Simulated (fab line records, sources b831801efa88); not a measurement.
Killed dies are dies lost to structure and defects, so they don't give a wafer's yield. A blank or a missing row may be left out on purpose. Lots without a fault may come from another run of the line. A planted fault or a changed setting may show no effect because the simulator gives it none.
fab line records | flow sky130
record lots=13 wafers=39 last_day=50
route steps=708 shown CONTACT@430 PAD_OPEN@708
lots that met no fault: from a run of the same line without faults
start_h: hours from the record's first day to the start of the lot's first wafer shown | wait_h: hours since the lot's step before | " the same as in the row above | L1.1+2: a row that stands for several wafers | - no value, or no start given | * or withheld: withheld | < > ~ a bound
route shown NAME@n: a module of which the file shows steps, and the number in the route of the first | usual: mean/standard deviation of fault-free wafers | same: alike in all rows | chamber/n: place in a boat | sites: the reading at each site | _std_site: their standard deviation | _edge_site: outer sites' mean less inner sites' | radius_mm: how far each site lies from the wafer's centre | mask NAME#n: copy n | behind: the tool/chamber that last shaped the wafer | hold: why the lot was held/for how many hours/how that ended | device: the transistor (n, p or np) that didn't switch | end of line: the same wafers' tests at the end of the route | a step without rows: its recipe alone | killed: dies lost to structure and defects at the first sort, not the wafer's yield | map: a wafer's dies, x killed, . not, _ none there
set.NAME: the setting as run; set.NAME@STEP: as run at that earlier step | model.NAME: the simulator's own value behind a step, which no gauge read
steps of the route over a sample of lots; a table a step, a row a wafer
services: from which hour (start_h, from the record's first day; less than 0 if before it) a tool's chamber was out of use, for how many hours, and why
## steps
# step SKY_CONTACT_CVD_24
# recipe material=W target_thk_nm=340 time_s=102.12 temp_c=400 pressure_torr=40
# usual heater_power_w=851/95 susceptor_temp_C=399.99/0.24
# columns lot.wafer tool chamber start_h wait_h heater_power_w susceptor_temp_C
L363.1 cvd_w-01 0 737.09 0.0 976 400.52
L363.3 " 0 " " 969 400.24
L363.4 " 1 " " 743 399.92
L366.2 cvd_w-01 1 788.89 0.0 759 399.99
L366.3 " 1 " " 747 399.69
L366.4 " 0 " " 948 399.98
L371.2 cvd_w-01 1 804.12 0.0 765 399.44
L371.3 " 0 " " 965 400.18
L371.5 " 1 " " 748 399.92
L372.1 cvd_w-01 1 809.59 0.0 782 399.81
L372.2 " 0 " " 950 399.87
L372.4 " 0 " " 966 399.96
L373.2 cvd_w-02 1 818.49 0.0 763 400.01
L373.3 " 0 " " 922 399.94
L373.4 " 1 " " 772 400.05
L374.3 cvd_w-01 0 824.44 0.1 977 399.98
L374.4 " 1 " " 768 399.93
L374.6 " 1 " " 744 400.45
L375.2 cvd_w-02 0 827.85 0.0 929 399.97
L375.3 " 0 " " 956 399.60
L375.4 " 1 " " 760 399.60
L376.1 cvd_w-01 0 839.96 0.0 963 399.44
L376.4 " 1 " " 738 400.38
L376.5 " 1 " " 756 400.15
L377.3 cvd_w-01 1 850.26 0.1 758 400.03
L377.5 " 0 " " 935 399.74
L377.6 " 1 " " 746 399.86
L378.1 cvd_w-02 0 865.42 0.0 936 399.96
L378.2 " 1 " " 736 400.23
L378.4 " 1 " " 747 400.10
L382.1 cvd_w-02 1 888.16 0.3 760 399.82
L382.3 " 1 " " 763 399.87
L382.5 " 0 " " 937 400.14
L381.1 cvd_w-02 1 889.05 0.0 767 400.11
L381.4 " 0 " " 930 399.83
L381.6 " 1 " " 767 400.18
L385.1 cvd_w-02 0 907.53 0.0 937 400.19
L385.2 " 1 " " 773 400.36
L385.3 " 1 " " 770 400.10
# step SKY_CONTACT_RS_MEAS_25
# recipe thk_meas_gauge=four-point-probe reads=W_of_CONTACT_CVD_24+TiN_of_CONTACT_SPUTTER_23
# usual CONTACT_W_RS=0.341/0.0032
# columns lot.wafer tool chamber start_h wait_h hold CONTACT_W_RS[ohm/sq]
L363.1 film_metro-04 - 737.20 0.1 - 0.342
L363.3 " - " " - 0.338
L363.4 " - " " - 0.342
L366.2 film_metro-01 - 789.02 0.1 - 0.341
L366.3 " - " " - 0.340
L366.4 " - " " - 0.341
L371.2 film_metro-01 - 804.25 0.1 - 0.345
L371.3 " - " " - 0.344
L371.5 " - " " - 0.343
L372.1 film_metro-01 - 809.70 0.1 - 0.339
L372.2 " - " " - 0.343
L372.4 " - " " - 0.342
L373.2 film_metro-02 - 818.62 0.1 - 0.343
L373.3 " - " " - 0.339
L373.4 " - " " - 0.343
L374.3 film_metro-01 - 824.55 0.1 await_dispo/0.2h/release 0.342
L374.4 " - " " await_dispo/0.2h/release 0.338
L374.6 " - " " await_dispo/0.2h/release 0.452
L374.3 film_metro-01 - 824.96 0.4 - 0.342
L374.4 " - " " - 0.339
L374.6 " - " " - 0.452
L375.2 film_metro-02 - 827.98 0.1 - 0.338
L375.3 " - " " - 0.337
L375.4 " - " " - 0.334
L376.1 film_metro-04 - 840.08 0.1 await_dispo/0.2h/release 0.445
L376.4 " - " " await_dispo/0.2h/release 0.336
L376.5 " - " " await_dispo/0.2h/release 0.338
L376.1 film_metro-04 - 840.36 0.3 - 0.445
L376.4 " - " " - 0.337
L376.5 " - " " - 0.338
L377.3 film_metro-01 - 850.38 0.1 await_dispo/0.2h/release 0.340
L377.5 " - " " await_dispo/0.2h/release 0.342
L377.6 " - " " await_dispo/0.2h/release 0.453
L377.3 film_metro-01 - 850.76 0.4 - 0.341
L377.5 " - " " - 0.342
L377.6 " - " " - 0.454
L378.1 film_metro-02 - 865.53 0.1 - 0.343
L378.2 " - " " - 0.343
L378.4 " - " " - 0.344
L382.1 film_metro-02 - 888.27 0.1 - 0.342
L382.3 " - " " - 0.343
L382.5 " - " " - 0.342
L381.1 film_metro-01 - 889.16 0.1 - 0.348
L381.4 " - " " - 0.347
L381.6 " - " " - 0.345
L385.1 film_metro-04 - 907.64 0.1 - 0.349
L385.2 " - " " - 0.344
L385.3 " - " " - 0.342
# step SKY_CONTACT_THK_MEAS_26
# recipe thk_meas_gauge=xrf reads=W_of_CONTACT_CVD_24
# usual CONTACT_W_THK=331/3.7
# columns lot.wafer tool chamber start_h wait_h hold CONTACT_W_THK[nm]
L363.1 film_metro-04 - 737.32 0.1 - 329
L363.3 " - " " - 335
L363.4 " - " " - 331
L366.2 film_metro-01 - 789.13 0.1 - 333
L366.3 " - " " - 335
L366.4 " - " " - 334
L371.2 film_metro-01 - 804.36 0.1 - 325
L371.3 " - " " - 327
L371.5 " - " " - 326
L372.1 film_metro-01 - 809.82 0.1 - 330
L372.2 " - " " - 329
L372.4 " - " " - 329
L373.2 film_metro-02 - 818.73 0.1 - 328
L373.3 " - " " - 331
L373.4 " - " " - 328
L374.3 film_metro-01 - 827.89 2.9 await_dispo/0.2h/release 332
L374.4 " - " " await_dispo/0.2h/release 334
L374.6 " - " " await_dispo/0.2h/release 252
L374.3 film_metro-01 - 828.12 0.2 - 331
L374.4 " - " " - 336
L374.6 " - " " - 253
L375.2 film_metro-02 - 828.09 0.1 - 333
L375.3 " - " " - 334
L375.4 " - " " - 341
L376.1 film_metro-04 - 843.85 3.5 await_dispo/0.2h/release 255
L376.4 " - " " await_dispo/0.2h/release 336
L376.5 " - " " await_dispo/0.2h/release 335
L376.1 film_metro-04 - 844.10 0.2 - 255
L376.4 " - " " - 335
L376.5 " - " " - 336
L377.3 film_metro-01 - 852.06 1.3 await_dispo/0.2h/release 331
L377.5 " - " " await_dispo/0.2h/release 331
L377.6 " - " " await_dispo/0.2h/release 249
L377.3 film_metro-01 - 852.29 0.2 - 331
L377.5 " - " " - 330
L377.6 " - " " - 250
L378.1 film_metro-02 - 865.65 0.1 - 327
L378.2 " - " " - 327
L378.4 " - " " - 329
L382.1 film_metro-02 - 888.39 0.1 - 326
L382.3 " - " " - 329
L382.5 " - " " - 329
L381.1 film_metro-01 - 889.28 0.1 - 322
L381.4 " - " " - 328
L381.6 " - " " - 326
L385.1 film_metro-04 - 907.76 0.1 - 326
L385.2 " - " " - 332
L385.3 " - " " - 332
# step SKY_CONTACT_CMP_27
# recipe stop_on=SiO2 t_overpolish_s=15 down_force_psi=3.5 platen_rpm=60 target_thk_nm=0 pad_velocity_m_s=0.94248
# usual motor_current_A=11.6/1.4 time_to_endpoint_s=82/3.2
# columns lot.wafer tool chamber start_h wait_h hold motor_current_A time_to_endpoint_s
L363.3 cmp-02 1 737.43 0.1 - 11.0 81
L363.4 " 2 " " - 10.0 80
L363.1 " 3 " " - 10.0 76
L366.4 cmp-02 3 789.23 0.1 - 10.5 82
L366.2 " 0 " " - 10.1 80
L366.3 " 1 " " - 11.4 86
L371.3 cmp-01 3 805.43 1.0 - 13.9 86
L371.2 " 1 " " - 13.8 79
L371.5 " 3 " " - 14.1 86
L372.4 cmp-01 3 809.88 0.0 - 14.4 85
L372.1 " 0 " " - 10.5 84
L372.2 " 1 " " - 12.9 85
L373.4 cmp-01 1 819.08 0.3 - 13.8 80
L373.2 " 2 " " - 12.6 83
L373.3 " 3 " " - 13.6 86
L375.2 cmp-01 0 828.14 0.0 - 10.3 81
L375.4 " 1 " " - 13.3 85
L375.3 " 2 " " - 13.2 84
L374.4 cmp-02 1 831.23 3.1 await_dispo/3.0h/release 11.5 88
L374.3 " 3 " " await_dispo/3.0h/release 10.1 82
L374.6 " 1 " " await_dispo/3.0h/release 11.2 67
L376.4 cmp-01 1 845.58 1.4 await_dispo/1.0h/release 13.0 85
L376.1 " 2 " " await_dispo/1.0h/release 12.8 66
L376.5 " 0 " " await_dispo/1.0h/release 10.1 87
L377.3 cmp-02 0 858.92 6.6 await_dispo/6.5h/release 9.7 78
L377.5 " 2 " " await_dispo/6.5h/release 10.7 78
L377.6 " 3 " " await_dispo/6.5h/release 10.9 61
L378.1 cmp-02 1 865.71 0.1 - 11.9 78
L378.4 " 3 " " - 10.7 84
L378.2 " 0 " " - 9.8 76
L382.1 cmp-01 1 888.45 0.1 - 13.2 83
L382.3 " 0 " " - 9.9 83
L382.5 " 2 " " - 12.9 85
L381.4 cmp-01 3 889.39 0.1 - 13.6 82
L381.1 " 1 " " - 13.5 78
L381.6 " 2 " " - 12.5 84
L385.2 cmp-02 0 907.82 0.0 - 10.1 78
L385.1 " 1 " " - 11.8 80
L385.3 " 2 " " - 10.8 79
# step SKY_PAD_OPEN_PROBE_99
# usual killed_at_M0_to_M3=43/7 killed_at_M4_up=3.4/1.9 killed_at_contacts=24/5.4 killed_at_front_end=15/4.4 killed_at_other=0.4/0.63 killed_dies=86/9.1 killed_open=46/6.6 killed_short=39/6.6
# same gross_dies=492 killed_at_back_side=0
# columns lot.wafer tool chamber start_h wait_h killed_at_M0_to_M3 killed_at_M4_up killed_at_contacts killed_at_front_end killed_at_other killed_dies killed_open killed_short
L374.4 prober-01 - 1143.17 0.2 41 1 23 14 0 79 51 28
# killed by level:class
L374.4 LI_CONTACT:geometric_particle:open=13 VIA1:geometric_particle:open=11 VIA2:geometric_particle:open=6 METAL1:geometric_particle:short=5 VIA1:geometric_particle:short=5 VIA3:geometric_particle:open=5 POLY_GATE:geometric_particle:open=4 CONTACT:geometric_particle:open=4
## services
# columns tool chamber start_h hours kind
cmp-02 - 735.66 0.2 repair
cvd_w-02 - 738.30 1.4 repair
cvd_w-01 - 741.48 1.5 repair
cmp-01 - 741.61 0.6 repair
cvd_w-02 - 743.02 6.0 pm
cmp-02 - 743.54 17.4 pm
cmp-01 - 744.00 4.0 pm
cmp-01 - 748.00 - consumable_replace:conditioner
cmp-01 - 748.00 - consumable_replace:pad
cvd_w-01 - 786.09 0.6 repair
cmp-01 - 802.36 3.0 repair
cmp-02 - 804.24 1.8 repair
cmp-02 - 817.19 6.6 pm
cvd_w-01 - 822.85 1.1 repair
cmp-01 - 834.26 2.6 repair
cmp-02 - 868.94 3.0 repair
cvd_w-01 - 881.53 6.9 pm
cmp-02 - 888.41 8.2 pm
cmp-01 - 893.89 1.3 repair
cvd_w-01 - 904.00 14.0 pm
cvd_w-01 0 904.00 14.0 vent_cycle
cvd_w-01 1 904.00 14.0 vent_cycle
## key
first_sign step=SKY_CONTACT_RS_MEAS_25 reading=visit direction=added
effect step=SKY_CONTACT_RS_MEAS_25 reading=CONTACT_W_RS direction=up sigmas=34 usual=0.341 struck=0.450
effect step=SKY_CONTACT_THK_MEAS_26 reading=visit direction=added
effect step=SKY_CONTACT_THK_MEAS_26 reading=CONTACT_W_THK direction=down sigmas=21 usual=331 struck=252
effect step=SKY_CONTACT_CMP_27 reading=time_to_endpoint_s direction=down sigmas=5.3 usual=* struck=*
met_at SKY_CONTACT_CVD_24
struck_lots L374,L376,L377
struck_wafers L374.6,L376.1,L377.6
tester_left_out L374,L376,L377
onset_between 809.59 824.44
fault kind=process_parameter_drift tool=cvd_w-01 chamber=- onset_h=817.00 steps=SKY_CONTACT_CVD_24 channel=target_thk_nm offset=-82.209 shape=step end_h=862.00 scope=struck_wafers_only acts_in=these_recipes_only stated=340
# tester_left_out: of these lots the tester's yield and bins aren't shown, on N5 and GAA mostly nor the transistor test; their killed dies are dies lost to structure and defects alone, not to doping, threshold or leakage, so they don't give the yield
